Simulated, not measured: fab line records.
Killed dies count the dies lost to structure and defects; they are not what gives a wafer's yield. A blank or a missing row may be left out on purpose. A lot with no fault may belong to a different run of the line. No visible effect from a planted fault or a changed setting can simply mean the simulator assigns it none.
A struck lot beside a sound one    flow sky130    15 out of 708 route steps
Sound: the wafers L763.1, L763.5, L763.6. Wafers L773.1, L773.3, L773.6 were the ones struck. The cause is given at the end.
At each step with rows: each side's tool, then ch and its chambers, then its first start. Under that, the readings that differ: sound wafers    struck wafers    difference of the means    sigmas: that difference in standard deviations of wafers without a fault.
alike: same words and numbers on both sides, and readings whose means sit less than 2 such deviations apart. not compared: any withheld reading, any reading some wafer has no value for, any bound like >300 that may hide the same value, and any number with overlapping values for which the record gives no deviation.
The two part at a step that has a row with sigmas, a row that says differs or no value, or rows on one side only. Non-overlapping numbers with no deviation appear without sigmas and do not part them. Lack of a reading on every wafer of one side parts them only where that side has two or more wafers.

first, 7 steps without rows for these wafers: SKY_LDD_N_DEHYDRATE_00 (time 60 s); SKY_LDD_N_HMDS_01 (prime time 60 s); SKY_LDD_N_COAT_02 (resist thk 300 nm); SKY_LDD_N_SOFTBAKE_03 (time 60 s); SKY_LDD_N_EXPOSE_04 (exposes mask NTM, target cd 840 nm); SKY_LDD_N_PEB_05; SKY_LDD_N_DEVELOP_06 (develop time 60 s).
SKY_LDD_N_OVL_MEAS_07:
  struck on overlay-02, day 23 07:08; sound on overlay-01, day 19 18:08
  alike: LDD_N_OVL
then, 4 steps without rows for these wafers: SKY_LDD_N_IMPLANT_08; SKY_LDD_N_IMPLANT_09; SKY_LDD_N_IMPLANT_10; SKY_LDD_N_IMPLANT_11.
SKY_LDD_N_IMPLANT_12:
  sound on implanter-03 ch 0, day 19 18:46; struck on implanter-01 ch 0, day 23 07:47
reading             sound                      struck                         difference  sigmas
dose-ions-cm2       5.009e+12 5e+12 5.006e+12  2.857e+12 2.853e+12 2.865e+12  -2.147e+12  -99 or more
faraday-current-uA  28.6 28.8 27.3             16.2 15.9 15.6                 -12.3       -21
  alike: beam-energy-keV
following that, these wafers have no rows for 1 step: SKY_LDD_N_IMPLANT_13.
-- the record jumps here: 26 days lie between the struck wafers' starts before and after (it left off in module LDD_N and takes up again in module PAD_OPEN, whose first step shown is number 708 of the route) --
SKY_PAD_OPEN_PROBE_99:
  struck on prober-02, day 49 08:31; sound on prober-02, day 47 02:34
reading                                  sound                 struck                difference  sigmas
model.etest.nfet_01v8_lvt.vt-sat-v (V)   0.5332 0.5266 0.5255  0.5056 0.5014 0.5003  -0.0260     
model.etest.nfet_01v8.vt-sat-v (V)       0.6437 0.6368 0.6403  0.628 0.624 0.6201    -0.016      
model.etest.sram-nfet-pass.vt-sat-v (V)  0.5687 0.5544 0.5771  0.5523 0.5401 0.5278  -0.0267     
  alike: killed_at_M0_to_M3, killed_at_M4_up, killed-at-contacts, killed-at-front-end, killed-at-other, killed-dies, killed-on-rim, killed-open, killed-short
  not compared: model.etest.nfet_01v8.off-log10-a-um, model.etest.nfet_01v8_lvt.vt-v, model.etest.nfet_01v8.vt-v, model.etest.nfet_01v8_swapped.vt-v

WHERE THEY PART
Within this record, at SKY_LDD_N_IMPLANT_12 only. Later steps at which nothing parts them and some readings are alike: SKY_PAD_OPEN_PROBE_99.

WHY: what the simulator had put in
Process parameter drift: implanter-01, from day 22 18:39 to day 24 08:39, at SKY_LDD_N_IMPLANT_12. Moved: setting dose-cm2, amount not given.
